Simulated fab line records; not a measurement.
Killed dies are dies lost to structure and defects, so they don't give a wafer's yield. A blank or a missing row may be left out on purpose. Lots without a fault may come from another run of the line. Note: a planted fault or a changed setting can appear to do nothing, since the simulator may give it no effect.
A struck lot beside a sound one | flow sky130 | 18 steps out of a route of 708
Sound: the wafers L168.1, L168.2, L168.3. The struck wafers were L170.2, L170.3, L170.5. Last of all comes the cause.
At each step with rows: each side's tool, then ch and its chambers, then its first start. Under that, the readings that differ: sound wafers | struck wafers | difference of the means | sigmas: that difference in standard deviations of wafers without a fault.
alike: readings whose means differ by less than 2 such deviations, and words and numbers that are the same on both sides. not compared: withheld readings, readings that some wafer has no value for, bounds like >300 that may hide the same value, and numbers for which the record gives no deviation and whose values overlap.
A row with sigmas, a row that says differs or no value, or rows on one side alone: a step with any of these is where the two part. Non-overlapping numbers with no deviation appear without sigmas and do not part them. A reading missing from all wafers of one side parts the sides only when that side holds two or more wafers.

first, 4 steps without rows for these wafers: SKY_VT_ADJUST_LVTN_SOFTBAKE_03; SKY_VT_ADJUST_LVTN_EXPOSE_04 (exposes mask NWM COMPLEMENT LESS NATIVE, target cd 840 nm); SKY_VT_ADJUST_LVTN_PEB_05; SKY_VT_ADJUST_LVTN_DEVELOP_06 (develop time 60 s).
SKY_VT_ADJUST_LVTN_OVL_MEAS_07:
  sound: overlay-01 at day 9 18:02; struck: overlay-01 at day 9 23:28
  alike: VT_ADJUST_LVTN_OVL
then, 1 step without rows for these wafers: SKY_VT_ADJUST_LVTN_IMPLANT_08.
SKY_VT_ADJUST_LVTN_STRIP_09: strips in O2/N2.
  sound on plasma_asher-01 ch 0,1, day 9 18:13; struck on plasma_asher-01 ch 1, day 9 23:39
  reading             | sound             | struck            | difference | sigmas
  n2_flow_sccm (sccm) | 299.2 299.7 299.7 | 301.5 302.1 301.9 | +2.3       | +2
  alike: drypump_motor_current_A, oes_product_au, strip_time_to_endpoint_s
  not compared: rf_hours_counter_h
SKY_VT_ADJUST_LVTN_TW_MEAS_10:
  sound: film_metro-01 at day 9 18:19; struck: film_metro-03 at day 9 23:46
  alike: VT_ADJUST_LVTN_TW
then, 4 steps without rows for these wafers: SKY_VT_ADJUST_LVTN_DEHYDRATE_11 (time 60 s); SKY_VT_ADJUST_LVTN_HMDS_12 (prime time 60 s); SKY_VT_ADJUST_LVTN_COAT_13 (resist thk 1140 nm); SKY_VT_ADJUST_LVTN_SOFTBAKE_14 (time 60 s).
SKY_VT_ADJUST_LVTN_EXPOSE_15: exposes mask HVN STD DERIVED, target cd 600 nm.
  sound on iline_stepper-01 ch 0, day 10 06:02; struck on iline_stepper-02 ch 0, day 10 11:33
  reading                                | sound                   | struck            | difference | sigmas
  model.VT_ADJUST_LVTN.overlay_x_nm (nm) | 0.04956 0.04956 0.04956 | 272.3 272.3 272.3 | +272.3     |
  alike: mask
then, 2 steps without rows for these wafers: SKY_VT_ADJUST_LVTN_PEB_16; SKY_VT_ADJUST_LVTN_DEVELOP_17 (develop time 60 s).
SKY_VT_ADJUST_LVTN_OVL_MEAS_18:
  sound: overlay-02 at day 10 17:26; struck: overlay-02 at day 10 22:47
  reading                    | sound          | struck            | difference | sigmas
  VT_ADJUST_LVTN_01_OVL (nm) | -0.9 -2.3 -1.4 | 271.9 271.6 272.8 | +273.6     | +99 or more
then, 1 step without rows for these wafers: SKY_VT_ADJUST_LVTN_IMPLANT_19.
-- here the record skips 38 days between the struck wafers' starts before and after, leaving off in module VT_ADJUST_LVTN and picking up in module PAD_OPEN (first step shown: number 708 of the route) --
SKY_PAD_OPEN_PROBE_99:
  sound: prober-02 at day 48 14:23; struck: prober-01 at day 48 16:37
  reading                                  | sound                | struck               | difference | sigmas
  model.etest.nfet_16v.drive_ua_um         | 222 226.3 224        | 238.3 235.6 230.4    | +10.7      |
  model.etest.nfet_05v0_nvt.off_log10_a_um | -10.8 -10.97 -10.72  | -11.25 -11.1 -10.98  | -0.28      |
  model.etest.nfet_g5v0d10v5.vt_sat_v (V)  | 0.7574 0.7635 0.7512 | 0.7055 0.6963 0.6924 | -0.0593    |
  model.etest.nfet_g5v0d10v5.vt_v (V)      | 0.8165 0.8235 0.811  | 0.7759 0.7696 0.7661 | -0.0465    |
  model.etest.nfet_16v.vt_v (V)            | 0.763 0.7666 0.7524  | 0.7263 0.729 0.732   | -0.0316    |
  model.etest.nfet_05v0_nvt.vt_sat_v (V)   | 0.2837 0.2888 0.2756 | 0.3083 0.2915 0.2925 | +0.0147    |
  model.etest.nfet_05v0_nvt.vt_v (V)       | 0.3079 0.312 0.3043  | 0.331 0.3173 0.3185  | +0.014     |
  alike: killed_at_M0_to_M3, killed_at_M4_up, killed_at_contacts, killed_at_front_end, killed_at_other, killed_dies, killed_open, killed_short

## WHERE THEY PART
At SKY_VT_ADJUST_LVTN_STRIP_09 first; at SKY_VT_ADJUST_LVTN_OVL_MEAS_18 last (within this record only). Later steps at which nothing parts them and some readings are alike: SKY_PAD_OPEN_PROBE_99.

WHY: what had been put in by the simulator
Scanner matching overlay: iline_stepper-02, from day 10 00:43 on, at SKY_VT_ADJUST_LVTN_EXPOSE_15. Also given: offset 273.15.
